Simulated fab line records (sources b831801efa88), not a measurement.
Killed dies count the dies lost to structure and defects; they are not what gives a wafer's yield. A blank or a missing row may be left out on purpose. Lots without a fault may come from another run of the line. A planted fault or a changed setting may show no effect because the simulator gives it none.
A single fault, viewed from 2 desks    flow gf180mcu    numbers are kept per desk, each desk with only its own; the story behind them comes last

## AT THE METROLOGY DESK
Lot by lot, what the gauges showed, no matter which tool ran the lot: averages of those sampled wafers that carry a number. If a lot's mean is further than 4 standard deviations from the usual mean, the lot is out of limits and carries the mark OUT (the distance appears in the brackets).
Columns: A = VT_IMPLANT_03_OVL at GF_VT_IMPLANT_OVL_MEAS_40, usual -1.1 nm; B = POLY_GATE_CVD_00_THK at GF_POLY_GATE_THK_MEAS_01, usual 199.2 nm; C = cd nm at GF_HV_LDD_CD_MEAS_07, usual 400.8 nm; D = cd nm at GF_HV_LDD_CD_MEAS_19, usual 400.0 nm
lot   first seen here  A     B      C      D
L792  day 7 21:11      -0.3  201.5  403.1  402.3
L795  day 8 17:28      -0.6  199.5  401.0  401.5
L796  day 8 23:22      -0.4  201.9  398.6  401.5
L797  day 9 07:05      -1.1  197.6  401.8  399.6
L798  day 9 12:49      -0.8  200.4  394.4  400.1
L799  day 9 21:25      -2.4  200.3  402.9  396.8
L800  day 10 02:43     -1.7  199.7  392.0  398.6
L802  day 10 14:47     -1.3  199.5  403.2  405.8
L809  day 12 18:14     -2.3  199.1  403.6  401.1
L810  day 13 01:26     -3.0  198.2  400.8  399.9
L811  day 13 05:31     -0.1  196.4  394.2  397.5
L812  day 13 12:37     1.3   200.4  397.6  402.8
L813  day 13 18:36     -1.4  199.7  399.2  396.2
L814  day 13 23:23     -2.0  198.6  401.2  399.0
This desk found nothing out of limits on any of the 14 lots.

## TOOL OWNER'S DESK, litho track-03
The tool's own readings at GF_HV_LDD_DEVELOP_06 (develop time 60 s): means of the sampled wafers that have a number, for each lot that ran on this tool. If a lot's mean is further than 4 standard deviations from the usual mean, the lot is out of limits and carries the mark OUT (the distance appears in the brackets).
Columns: A = developer temp C at GF_HV_LDD_DEVELOP_06, usual 23.01 C; B = resist line temp C at GF_HV_LDD_DEVELOP_06, usual 22.98 C
lot   first seen here  A                B
L796  day 11 12:33     22.91            23.03
L797  day 11 23:18     23.09            22.91
L798  day 12 05:18     25.38 (+20) OUT  23.05
L800  day 12 21:06     25.18 (+18) OUT  23.06
L812  day 16 21:47     22.84            22.96
L814  day 17 13:31     23.01            23.04
Finding of this desk: L798, L800 out of limits; the first was L798 at day 12 05:18, on developer temp C at GF_HV_LDD_DEVELOP_06. In limits: L796, L797, L812, L814.

## TAKEN TOGETHER
On L798, L800, at day 12 05:18, an alarm was possible from the tool owner's desk.
The metrology desk saw nothing out of limits.
The metrology desk has L798, L800 on record, within its limits.
On litho track-03, each named lot ran GF_HV_LDD_DEVELOP_06.

## WHAT THE SIMULATOR HAD INSERTED
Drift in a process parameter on litho track-03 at GF_HV_LDD_DEVELOP_06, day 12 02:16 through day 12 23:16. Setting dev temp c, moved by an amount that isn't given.
Lots struck among those shown: L798, L800.
Each desk's first reading out of limits, in hours after the fault started: the tool owner's desk, 3.
